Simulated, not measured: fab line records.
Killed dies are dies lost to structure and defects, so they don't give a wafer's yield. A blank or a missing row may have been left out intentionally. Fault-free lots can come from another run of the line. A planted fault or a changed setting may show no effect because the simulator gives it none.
fab line records | flow sky130
record: lots: 13 | wafers: 39 | last_day: 50
route steps=708 shown NWELL@34 PWDE@54 GATE_OXIDE@201 POLY_CUT@316
lots untouched by any fault: they come from a run of this same line in which no faults occurred
start_h: hours from the record's first day to the start of the lot's first wafer shown | wait_h: hours from the lot's prior step to this one | " the same as in the row above | L1.1+2: a row that stands for several wafers | - value missing, or start not given | * or withheld: withheld | < > ~ a bound
route shown NAME@n: NAME is a module with steps in the file, n the number in the route of the first one | usual: mean/standard deviation of fault-free wafers | same: alike in all rows | chamber/n: place in a boat | sites: readings site by site | _std_site: the values' standard deviation | _edge_site: mean of outer sites minus mean of inner sites | radius_mm: how far each site lies from the wafer's centre | mask NAME#n: copy n | behind: the tool/chamber that last shaped the wafer | hold: what put the lot on hold/how long, in hours/how the hold closed | device: transistor that didn't switch, given as n, p or np | end of line: tests run on the same wafers once the route is complete | for a step that has no rows: nothing shown but its recipe | killed: dies lost to structure and defects at the first sort, not the wafer's yield | map: a wafer's dies, x killed, . not, _ none there
set.NAME: setting as actually run; set.NAME@STEP: the setting as run at that earlier step | model.NAME: the simulator's own value behind a step, which no gauge read
route steps across a sampled set of lots; one table per step, one row per wafer
services: when a tool's chamber went out of use (start_h, in hours from the record's first day, below 0 if earlier), for how many hours, and the reason
== steps ==
step: SKY_NWELL_THK_MEAS_02
recipe: reads: SiO2_of_NWELL_OXIDATION_01
usual: NWELL_OXIDATION_THK: 10.04/0.18
lot.wafer | tool          | chamber | start_h | wait_h | NWELL_OXIDATION_THK[nm]
L802.1    | film_metro-02 | -       | 35.81   | 0.0    | 10.02
L802.2    | "             | -       | "       | "      | 10.16
L802.6    | "             | -       | "       | "      | 10.08
L803.2    | film_metro-04 | -       | 42.92   | 0.0    | 10.13
L803.3    | "             | -       | "       | "      | 10.15
L803.4    | "             | -       | "       | "      | 10.11
L804.4    | film_metro-03 | -       | 47.26   | 0.0    | 10.12
L804.5    | "             | -       | "       | "      | 10.12
L804.6    | "             | -       | "       | "      | 10.18
L805.3    | film_metro-04 | -       | 53.79   | 0.0    | 10.19
L805.4    | "             | -       | "       | "      | 9.97
L805.5    | "             | -       | "       | "      | 10.12
L806.3    | film_metro-04 | -       | 58.51   | 0.0    | 10.19
L806.5    | "             | -       | "       | "      | 10.40
L806.6    | "             | -       | "       | "      | 10.20
L808.1    | film_metro-04 | -       | 70.69   | 0.0    | 9.82
L808.3    | "             | -       | "       | "      | 9.73
L808.5    | "             | -       | "       | "      | 9.92
L818.2    | film_metro-02 | -       | 123.08  | 0.0    | 9.89
L818.5    | "             | -       | "       | "      | 10.22
L818.6    | "             | -       | "       | "      | 10.11
L819.1    | film_metro-02 | -       | 124.47  | 0.0    | 10.11
L819.4    | "             | -       | "       | "      | 10.18
L819.5    | "             | -       | "       | "      | 10.15
L820.1    | film_metro-02 | -       | 130.89  | 0.0    | 10.17
L820.5    | "             | -       | "       | "      | 9.73
L820.6    | "             | -       | "       | "      | 9.99
L822.3    | film_metro-02 | -       | 140.76  | 0.0    | 9.74
L822.5    | "             | -       | "       | "      | 9.83
L822.6    | "             | -       | "       | "      | 9.88
L823.1    | film_metro-04 | -       | 147.76  | 0.0    | 9.89
L823.2    | "             | -       | "       | "      | 9.93
L823.6    | "             | -       | "       | "      | 9.65
L824.1    | film_metro-03 | -       | 157.78  | 0.0    | 9.84
L824.3    | "             | -       | "       | "      | 9.87
L824.5    | "             | -       | "       | "      | 9.95
L825.2    | film_metro-02 | -       | 163.40  | 0.0    | 9.88
L825.3    | "             | -       | "       | "      | 9.83
L825.5    | "             | -       | "       | "      | 9.93
step: SKY_PWDE_STRIP_09
recipe: chemistry: O2/N2 | power_w: 1400 | pressure_mtorr: 1500 | platen_temp_c: withheld | o2_flow_sccm: 3000 | n2_flow_sccm: 300 | overash_fraction: 0.5
usual: chamber_pressure_mTorr: 1500.1/1.5 | drypump_motor_current_A: 5.7/0.83 | oes_product_au: 0.722/0.0047 | strip_time_to_endpoint_s: 36.84/0.097
lot.wafer | tool            | chamber | start_h | wait_h | chamber_pressure_mTorr | drypump_motor_current_A | oes_product_au | rf_hours_counter_h | strip_time_to_endpoint_s
L802.1    | plasma_asher-03 | 0       | 67.22   | 0.1    | 1499.5                 | 6.5                     | 0.723          | 38                 | 36.95
L802.2    | "               | 1       | "       | "      | 1499.1                 | 6.7                     | 0.722          | 38                 | 36.96
L802.6    | "               | 1       | "       | "      | 1500.4                 | 6.7                     | 0.723          | -                  | 36.84
L803.2    | plasma_asher-03 | 1       | 73.93   | 0.1    | 1500.7                 | 6.7                     | 0.724          | 39                 | 36.74
L803.3    | "               | 1       | "       | "      | 1500.8                 | 6.7                     | 0.727          | -                  | 36.89
L803.4    | "               | 0       | "       | "      | 1497.8                 | 6.5                     | 0.717          | -                  | 36.83
L804.4    | plasma_asher-04 | 1       | 79.80   | 0.1    | 1498.7                 | 4.8                     | 0.721          | -                  | 36.66
L804.5    | "               | 0       | "       | "      | 1501.1                 | 6.3                     | 0.715          | -                  | 36.83
L804.6    | "               | 1       | "       | "      | 1499.9                 | 4.7                     | 0.717          | -                  | 36.75
L805.3    | plasma_asher-04 | 1       | 85.75   | 0.1    | 1500.2                 | 4.7                     | 0.722          | -                  | 36.88
L805.4    | "               | 0       | "       | "      | 1498.4                 | 6.4                     | 0.723          | -                  | 36.83
L805.5    | "               | 1       | "       | "      | 1498.5                 | 4.8                     | 0.724          | -                  | 36.94
L806.3    | plasma_asher-03 | 1       | 90.15   | 0.1    | 1499.1                 | 6.7                     | 0.727          | -                  | 37.01
L806.5    | "               | 1       | "       | "      | 1498.8                 | 6.7                     | 0.726          | -                  | 36.98
L806.6    | "               | 0       | "       | "      | 1499.1                 | 6.5                     | 0.722          | -                  | 37.05
L808.1    | plasma_asher-03 | 1       | 104.47  | 0.1    | 1500.7                 | 6.7                     | 0.935          | 42                 | -
L808.3    | "               | 0       | "       | "      | 1501.5                 | 6.5                     | 0.933          | -                  | -
L808.5    | "               | 1       | "       | "      | 1498.0                 | 6.7                     | 0.934          | -                  | -
L818.2    | plasma_asher-03 | 0       | 161.53  | 0.1    | 1501.3                 | 6.5                     | 0.724          | 48                 | 36.80
L818.5    | "               | 1       | "       | "      | 1500.5                 | 6.7                     | 0.727          | -                  | 36.82
L818.6    | "               | 0       | "       | "      | 1496.8                 | 6.5                     | 0.727          | -                  | 36.80
L819.1    | plasma_asher-02 | 1       | 162.41  | 0.1    | 1501.8                 | 5.1                     | 0.719          | 35                 | 36.72
L819.4    | "               | 0       | "       | "      | 1501.1                 | 4.8                     | 0.724          | -                  | 36.79
L819.5    | "               | 1       | "       | "      | 1500.4                 | 5.0                     | 0.714          | -                  | 36.80
L820.1    | plasma_asher-02 | 0       | 169.01  | 0.1    | 1499.9                 | 4.8                     | 0.728          | 36                 | 36.97
L820.5    | "               | 0       | "       | "      | 1502.9                 | 4.8                     | 0.723          | -                  | 36.89
L820.6    | "               | 1       | "       | "      | 1501.6                 | 5.0                     | 0.718          | -                  | 36.82
L822.3    | plasma_asher-02 | 1       | 179.96  | 0.1    | 1499.8                 | 5.0                     | 0.728          | -                  | 36.83
L822.5    | "               | 1       | "       | "      | 1498.9                 | 5.0                     | 0.730          | -                  | 36.92
L822.6    | "               | 0       | "       | "      | 1499.5                 | 4.8                     | 0.719          | -                  | 36.96
L823.1    | plasma_asher-04 | 1       | 188.32  | 0.1    | 1502.8                 | 4.7                     | 0.726          | 6                  | 36.94
L823.2    | "               | 0       | "       | "      | 1497.4                 | 6.3                     | 0.731          | 6                  | 36.97
L823.6    | "               | 0       | "       | "      | 1503.0                 | 6.3                     | 0.720          | -                  | 36.81
L824.1    | plasma_asher-04 | 1       | 198.47  | 0.1    | 1500.7                 | 4.8                     | 0.718          | 8                  | 36.94
L824.3    | "               | 1       | "       | "      | 1499.4                 | 4.7                     | 0.715          | -                  | 36.77
L824.5    | "               | 1       | "       | "      | 1501.0                 | 4.7                     | 0.726          | -                  | 36.86
L825.2    | plasma_asher-03 | 0       | 205.56  | 0.1    | 1499.1                 | 6.5                     | 0.732          | 51                 | 36.93
L825.3    | "               | 1       | "       | "      | 1500.1                 | 6.7                     | 0.715          | -                  | 36.97
L825.5    | "               | 1       | "       | "      | 1496.4                 | 6.7                     | 0.717          | -                  | 36.96
step: SKY_NWELL_STRIP_14
recipe: chemistry: O2/N2 | power_w: 1400 | pressure_mtorr: 1500 | platen_temp_c: withheld | o2_flow_sccm: 3000 | n2_flow_sccm: 300 | overash_fraction: 0.5
usual: chamber_pressure_mTorr: 1500.0/1.3 | drypump_motor_current_A: 6.0/0.72 | oes_product_au: 0.723/0.0048 | strip_time_to_endpoint_s: 36.90/0.13
lot.wafer | tool            | chamber | start_h | wait_h | chamber_pressure_mTorr | drypump_motor_current_A | oes_product_au | rf_hours_counter_h | strip_time_to_endpoint_s
L802.1    | plasma_asher-01 | 1       | 83.27   | 0.1    | 1500.1                 | 6.7                     | 0.725          | 41                 | 36.70
L802.2    | "               | 0       | "       | "      | 1501.4                 | 5.9                     | 0.723          | 41                 | 36.64
L802.6    | "               | 1       | "       | "      | 1498.0                 | 6.7                     | 0.723          | -                  | 36.68
L803.2    | plasma_asher-04 | 0       | 90.75   | 0.1    | 1501.0                 | 6.3                     | 0.723          | 39                 | 36.95
L803.3    | "               | 0       | "       | "      | 1500.3                 | 6.3                     | 0.724          | -                  | 36.95
L803.4    | "               | 1       | "       | "      | 1498.6                 | 4.7                     | 0.726          | -                  | 36.86
L804.4    | plasma_asher-04 | 0       | 97.20   | 0.1    | 1499.7                 | 6.4                     | 0.721          | -                  | 36.94
L804.5    | "               | 1       | "       | "      | 1497.3                 | 4.7                     | 0.715          | -                  | 37.06
L804.6    | "               | 0       | "       | "      | 1499.2                 | 6.4                     | 0.723          | -                  | 36.98
L805.3    | plasma_asher-01 | 1       | 103.48  | 0.1    | 1501.0                 | 6.6                     | 0.721          | -                  | 36.74
L805.4    | "               | 0       | "       | "      | 1501.1                 | 5.9                     | 0.715          | -                  | 36.67
L805.5    | "               | 1       | "       | "      | 1499.5                 | 6.6                     | 0.724          | -                  | 36.57
L806.3    | plasma_asher-03 | 1       | 107.80  | 0.1    | 1500.0                 | 6.7                     | 0.730          | -                  | 36.86
L806.5    | "               | 0       | "       | "      | 1500.0                 | 6.5                     | 0.733          | -                  | 36.84
L806.6    | "               | 1       | "       | "      | 1502.4                 | 6.7                     | 0.721          | -                  | 36.84
L808.1    | plasma_asher-03 | 0       | 123.62  | 0.1    | 1498.9                 | 6.5                     | 0.723          | 44                 | 59.33
L808.3    | "               | 1       | "       | "      | 1499.7                 | 6.7                     | 0.729          | -                  | 59.47
L808.5    | "               | 1       | "       | "      | 1499.7                 | 6.7                     | 0.730          | -                  | 59.30
L818.2    | plasma_asher-01 | 1       | 183.10  | 0.1    | 1501.8                 | 6.6                     | 0.719          | 51                 | 36.87
L818.5    | "               | 1       | "       | "      | 1500.8                 | 6.7                     | 0.721          | -                  | 36.79
L818.6    | "               | 0       | "       | "      | 1498.2                 | 5.9                     | 0.721          | -                  | 36.87
L819.1    | plasma_asher-04 | 1       | 183.66  | 0.1    | 1498.2                 | 4.8                     | 0.724          | 6                  | 36.84
L819.4    | "               | 0       | "       | "      | 1498.7                 | 6.3                     | 0.722          | -                  | 36.91
L819.5    | "               | 0       | "       | "      | 1498.5                 | 6.3                     | 0.719          | -                  | 36.83
L820.1    | plasma_asher-04 | 1       | 190.21  | 0.1    | 1499.7                 | 4.7                     | 0.730          | 7                  | 37.07
L820.5    | "               | 0       | "       | "      | 1499.5                 | 6.4                     | 0.721          | -                  | 37.02
L820.6    | "               | 1       | "       | "      | 1498.5                 | 4.7                     | 0.719          | -                  | 37.03
L822.3    | plasma_asher-03 | 0       | 201.65  | 0.1    | 1501.1                 | 6.5                     | 0.725          | -                  | 36.87
L822.5    | "               | 1       | "       | "      | 1499.8                 | 6.7                     | 0.721          | -                  | 36.99
L822.6    | "               | 0       | "       | "      | 1500.0                 | 6.5                     | 0.729          | -                  | 36.94
L823.1    | plasma_asher-04 | 1       | 210.45  | 0.1    | 1500.2                 | 4.7                     | 0.726          | 9                  | 36.72
L823.2    | "               | 0       | "       | "      | 1501.3                 | 6.3                     | 0.723          | 9                  | 36.72
L823.6    | "               | 0       | "       | "      | 1500.9                 | 6.4                     | 0.716          | -                  | 36.79
L824.1    | plasma_asher-03 | 1       | 221.00  | 0.1    | 1501.4                 | 6.7                     | 0.736          | 53                 | 36.95
L824.3    | "               | 0       | "       | "      | 1499.4                 | 6.5                     | 0.716          | -                  | 36.99
L824.5    | "               | 1       | "       | "      | 1502.6                 | 6.7                     | 0.719          | -                  | 36.88
L825.2    | plasma_asher-04 | 0       | 228.62  | 0.1    | 1499.6                 | 6.3                     | 0.734          | 11                 | 36.90
L825.3    | "               | 0       | "       | "      | 1498.4                 | 6.3                     | 0.725          | -                  | 36.85
L825.5    | "               | 1       | "       | "      | 1500.6                 | 4.8                     | 0.721          | -                  | 36.87
step: SKY_NWELL_TW_MEAS_15
usual: NWELL_TW: 1809/10
lot.wafer | tool          | chamber | start_h | wait_h | NWELL_TW
L802.1    | film_metro-03 | -       | 83.37   | 0.1    | 1806
L802.2    | "             | -       | "       | "      | 1816
L802.6    | "             | -       | "       | "      | 1805
L803.2    | film_metro-02 | -       | 90.86   | 0.1    | 1824
L803.3    | "             | -       | "       | "      | 1825
L803.4    | "             | -       | "       | "      | 1823
L804.4    | film_metro-02 | -       | 97.29   | 0.1    | 1819
L804.5    | "             | -       | "       | "      | 1808
L804.6    | "             | -       | "       | "      | 1804
L805.3    | film_metro-04 | -       | 103.57  | 0.1    | 1816
L805.4    | "             | -       | "       | "      | 1816
L805.5    | "             | -       | "       | "      | 1819
L806.3    | film_metro-03 | -       | 107.89  | 0.1    | 1797
L806.5    | "             | -       | "       | "      | 1795
L806.6    | "             | -       | "       | "      | 1809
L808.1    | film_metro-04 | -       | 123.72  | 0.1    | 30
L808.3    | "             | -       | "       | "      | 30
L808.5    | "             | -       | "       | "      | 30
L818.2    | film_metro-03 | -       | 183.21  | 0.1    | 1796
L818.5    | "             | -       | "       | "      | 1796
L818.6    | "             | -       | "       | "      | 1804
L819.1    | film_metro-02 | -       | 183.76  | 0.1    | 1812
L819.4    | "             | -       | "       | "      | 1821
L819.5    | "             | -       | "       | "      | 1822
L820.1    | film_metro-04 | -       | 190.31  | 0.1    | 1809
L820.5    | "             | -       | "       | "      | 1811
L820.6    | "             | -       | "       | "      | 1792
L822.3    | film_metro-02 | -       | 201.74  | 0.1    | 1828
L822.5    | "             | -       | "       | "      | 1828
L822.6    | "             | -       | "       | "      | 1814
L823.1    | film_metro-03 | -       | 210.55  | 0.1    | 1799
L823.2    | "             | -       | "       | "      | 1805
L823.6    | "             | -       | "       | "      | 1811
L824.1    | film_metro-02 | -       | 221.10  | 0.1    | 1830
L824.3    | "             | -       | "       | "      | 1823
L824.5    | "             | -       | "       | "      | 1822
L825.2    | film_metro-02 | -       | 228.73  | 0.1    | 1829
L825.3    | "             | -       | "       | "      | 1818
L825.5    | "             | -       | "       | "      | 1825
step: SKY_GATE_OXIDE_TW_MEAS_14
usual: GATE_OXIDE_TW: 223.8/1.2
lot.wafer | tool          | chamber | start_h | wait_h | GATE_OXIDE_TW
L802.1    | film_metro-02 | -       | 301.46  | 0.1    | 222.9
L802.2    | "             | -       | "       | "      | 223.1
L802.6    | "             | -       | "       | "      | 223.4
L803.2    | film_metro-04 | -       | 318.87  | 0.1    | 225.4
L803.3    | "             | -       | "       | "      | 223.8
L803.4    | "             | -       | "       | "      | 225.1
L804.4    | film_metro-02 | -       | 324.73  | 0.1    | 224.3
L804.5    | "             | -       | "       | "      | 224.7
L804.6    | "             | -       | "       | "      | 224.4
L805.3    | film_metro-04 | -       | 333.19  | 0.1    | 225.2
L805.4    | "             | -       | "       | "      | 224.2
L805.5    | "             | -       | "       | "      | 224.2
L806.3    | film_metro-02 | -       | 337.90  | 0.1    | 225.7
L806.5    | "             | -       | "       | "      | 224.3
L806.6    | "             | -       | "       | "      | 224.9
L808.1    | film_metro-03 | -       | 367.06  | 0.1    | 223.0
L808.3    | "             | -       | "       | "      | 222.2
L808.5    | "             | -       | "       | "      | 221.2
L818.2    | film_metro-04 | -       | 450.36  | 0.1    | 224.2
L818.5    | "             | -       | "       | "      | 225.1
L818.6    | "             | -       | "       | "      | 224.8
L819.1    | film_metro-03 | -       | 450.63  | 0.1    | 223.6
L819.4    | "             | -       | "       | "      | 223.4
L819.5    | "             | -       | "       | "      | 223.5
L820.1    | film_metro-03 | -       | 462.57  | 0.1    | 221.2
L820.5    | "             | -       | "       | "      | 220.4
L820.6    | "             | -       | "       | "      | 223.2
L822.3    | film_metro-04 | -       | 476.13  | 0.1    | 223.5
L822.5    | "             | -       | "       | "      | 225.5
L822.6    | "             | -       | "       | "      | 224.2
L823.1    | film_metro-02 | -       | 488.11  | 0.1    | 224.0
L823.2    | "             | -       | "       | "      | 224.2
L823.6    | "             | -       | "       | "      | 223.5
L824.1    | film_metro-02 | -       | 501.62  | 0.1    | 223.4
L824.3    | "             | -       | "       | "      | 224.3
L824.5    | "             | -       | "       | "      | 223.3
L825.2    | film_metro-03 | -       | 510.18  | 0.1    | 221.8
L825.3    | "             | -       | "       | "      | 221.8
L825.5    | "             | -       | "       | "      | 221.1
step: SKY_POLY_CUT_OVL_MEAS_09
usual: POLY_CUT_OVL: -1/5
lot.wafer | tool       | chamber | start_h | wait_h | POLY_CUT_OVL[nm]
L802.1    | overlay-01 | -       | 553.20  | 0.1    | -6
L802.2    | "          | -       | "       | "      | 1
L802.6    | "          | -       | "       | "      | -4
L803.2    | overlay-02 | -       | 566.40  | 0.1    | -5
L803.3    | "          | -       | "       | "      | 4
L803.4    | "          | -       | "       | "      | 2
L804.4    | overlay-02 | -       | 574.42  | 0.1    | 0
L804.5    | "          | -       | "       | "      | -8
L804.6    | "          | -       | "       | "      | -3
L805.3    | overlay-01 | -       | 586.51  | 0.1    | -2
L805.4    | "          | -       | "       | "      | 1
L805.5    | "          | -       | "       | "      | -5
L806.3    | overlay-02 | -       | 593.94  | 0.1    | -11
L806.5    | "          | -       | "       | "      | -5
L806.6    | "          | -       | "       | "      | -12
L808.1    | overlay-02 | -       | 617.18  | 0.1    | 1
L808.3    | "          | -       | "       | "      | 1
L808.5    | "          | -       | "       | "      | -2
L818.2    | overlay-01 | -       | 698.55  | 0.1    | 4
L818.5    | "          | -       | "       | "      | -3
L818.6    | "          | -       | "       | "      | 2
L819.1    | overlay-02 | -       | 700.23  | 0.1    | -2
L819.4    | "          | -       | "       | "      | -8
L819.5    | "          | -       | "       | "      | 1
L820.1    | overlay-02 | -       | 712.28  | 0.1    | -4
L820.5    | "          | -       | "       | "      | -5
L820.6    | "          | -       | "       | "      | -3
L822.3    | overlay-01 | -       | 726.79  | 0.1    | -2
L822.5    | "          | -       | "       | "      | 6
L822.6    | "          | -       | "       | "      | 5
L823.1    | overlay-01 | -       | 736.13  | 0.1    | -11
L823.2    | "          | -       | "       | "      | -12
L823.6    | "          | -       | "       | "      | -7
L824.1    | overlay-02 | -       | 748.04  | 0.1    | -1
L824.3    | "          | -       | "       | "      | 2
L824.5    | "          | -       | "       | "      | 3
L825.2    | overlay-02 | -       | 755.41  | 0.1    | 0
L825.3    | "          | -       | "       | "      | 0
L825.5    | "          | -       | "       | "      | -13
== services ==
tool            | chamber | start_h | hours | kind
plasma_asher-01 | -       | 50.22   | 2.8   | pm
plasma_asher-04 | -       | 67.77   | 8.5   | repair
plasma_asher-04 | -       | 108.75  | 9.0   | pm
plasma_asher-04 | 0       | 108.75  | 9.0   | vent_cycle
plasma_asher-04 | 1       | 108.75  | 9.0   | vent_cycle
plasma_asher-04 | 0       | 117.75  | -     | clean
plasma_asher-04 | 1       | 117.75  | -     | clean
plasma_asher-04 | -       | 119.74  | 5.1   | repair
plasma_asher-03 | -       | 182.22  | 14.6  | pm
plasma_asher-01 | -       | 197.26  | 28.1  | pm
== key ==
first_sign: step: SKY_PWDE_STRIP_09 | reading: oes_product_au | direction: up | sigmas: 45 | usual: 0.722 | struck: 0.934
effect: step: SKY_NWELL_STRIP_14 | reading: strip_time_to_endpoint_s | direction: up | sigmas: 99+ | usual: * | struck: *
effect: step: SKY_NWELL_TW_MEAS_15 | reading: NWELL_TW | direction: down | sigmas: 99+ | usual: 1809 | struck: 30
met_at SKY_PWDE_STRIP_09
struck_lots L808
sort_left_out L808.1,L808.3,L808.5
tester_left_out L808
not_acting_at SKY_NWELL_THK_MEAS_02,SKY_GATE_OXIDE_TW_MEAS_14,SKY_POLY_CUT_OVL_MEAS_09
onset_between 90.15 104.47
fault: kind: strip_aborted | tool: plasma_asher-03 | chamber: - | onset_h: 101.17 | steps: SKY_PWDE_STRIP_09 | offset: 0.73792 | end_h: 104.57
tester_left_out: of these lots the tester's yield and bins aren't shown, on N5 and GAA mostly nor the transistor test; their killed dies are dies lost to structure and defects alone, not to doping, threshold or leakage, so they don't give the yield
sort_left_out: the simulated sort isn't trusted on such a fault, so these wafers' sort isn't shown, and their yield isn't known
